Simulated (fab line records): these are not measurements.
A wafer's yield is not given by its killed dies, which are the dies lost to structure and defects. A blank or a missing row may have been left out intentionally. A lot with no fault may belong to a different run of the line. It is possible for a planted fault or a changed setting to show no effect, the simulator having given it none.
Comparing a struck lot with a sound one    flow gf180mcu    14 steps out of a route of 602
Sound: wafers L443.1, L443.2, L443.3. The struck wafers were L446.1, L446.2, L446.3. The cause is given at the end.
Order at every step that has rows: each side's tool, ch and its chambers, its first start. Under that, the readings that differ: sound wafers    struck wafers    difference of the means    sigmas: that difference in standard deviations of wafers without a fault.
alike: same words and numbers on both sides, and readings whose means sit less than 2 such deviations apart. not compared: any withheld reading, any reading some wafer has no value for, any bound like >300 that may hide the same value, and any number with overlapping values for which the record gives no deviation.
Wherever a step has rows on one side only, a row that says differs or no value, or a row with sigmas, the two part there. Numbers that don't overlap but have no deviation are shown without sigmas and don't part them. Lack of a reading on every wafer of one side parts them only where that side has two or more wafers.

GF_V4_OVL_MEAS_15:
  sound on overlay-01, day 27 08:22; struck on overlay-02, day 28 22:21
  alike: V4_OVL
GF_V4_ETCH_16: etches BARC in N2/H2.
  sound on rie diel-03 ch 1,2,3, day 27 08:25; struck on rie diel-03 ch 0,2,3, day 28 22:23
  alike: drypump motor current A, oes product au, throttle valve pct
GF_V4_ETCH_17: etches SiO2 in C4F8/O2/Ar, stops on TiN, target depth 630 nm.
  sound on rie diel-03 ch 1,2,3; struck on rie diel-03 ch 0,2,3
  alike: oes product au
GF_V4_STRIP_18: strips in O2/N2.
  sound on plasma asher-01 ch 0,1, day 27 08:32; struck on plasma asher-02 ch 0,1, day 28 22:31
  alike: drypump motor current A, heater power w, oes product au, platen temp c
  not compared: rf hours counter h
then, 3 steps without rows for these wafers: GF_V4_STRIP_19 (strips in post etch residue remover, time 1200 s); GF_V4_CLEAN_20 (cleans in DIW); GF_V4_SPUTTER_21 (material Ti, target thk 15 nm, time 80.02 s).
GF_V4_SPUTTER_22: material TiN, target thk 10 nm, time 40 s.
  sound on pvd sputter-01, day 27 09:08; struck on pvd sputter-01, day 28 23:09
  alike: cathode dc power W, chamber pressure pa, throttle valve pct
then, 1 step without rows for these wafers: GF_V4_CVD_23 (deposits W, target thk 350 nm, time 104.9 s).
GF_V4_RS_MEAS_24: measurement is done with a four-point probe.
  sound on film metro-03, day 27 09:17; struck on film metro-03, day 28 23:18
  alike: V4_W_RS
GF_V4_THK_MEAS_25: measures by xrf.
  sound on film metro-03, day 27 09:24; struck on film metro-03, day 28 23:25
  alike: V4_W_THK
GF_V4_CMP_26: polishes, stops on SiO2, t overpolish 15 s, target thk 0 nm.
  sound on cmp-01 ch 1,2,3, day 27 09:28; struck on cmp-01 ch 0,2,3, day 28 23:32
  alike: motor current A, overpolish run s, time to endpoint s
GF_MIM_SPUTTER_00: material Ti, target thk 37.5 nm, time 150 s.
  sound on pvd sputter-04, day 27 09:46; struck on pvd sputter-01, day 28 23:47
  no value came back on the struck wafers for cathode dc power W (W), chamber pressure pa (Pa), throttle valve pct (%); on the sound wafers cathode dc power W (W) reads 4001.3 4000.8 3999.3
then, 1 step without rows for these wafers: GF_MIM_SPUTTER_01 (material TiN, target thk 30 nm, time 25 s).

## WHERE THEY PART
Within this record, at GF_MIM_SPUTTER_00 only.

WHY: whatever the simulator had introduced
Step skipped in full: pvd sputter-01, at GF_MIM_SPUTTER_00, from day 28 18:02 onward. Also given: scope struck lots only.
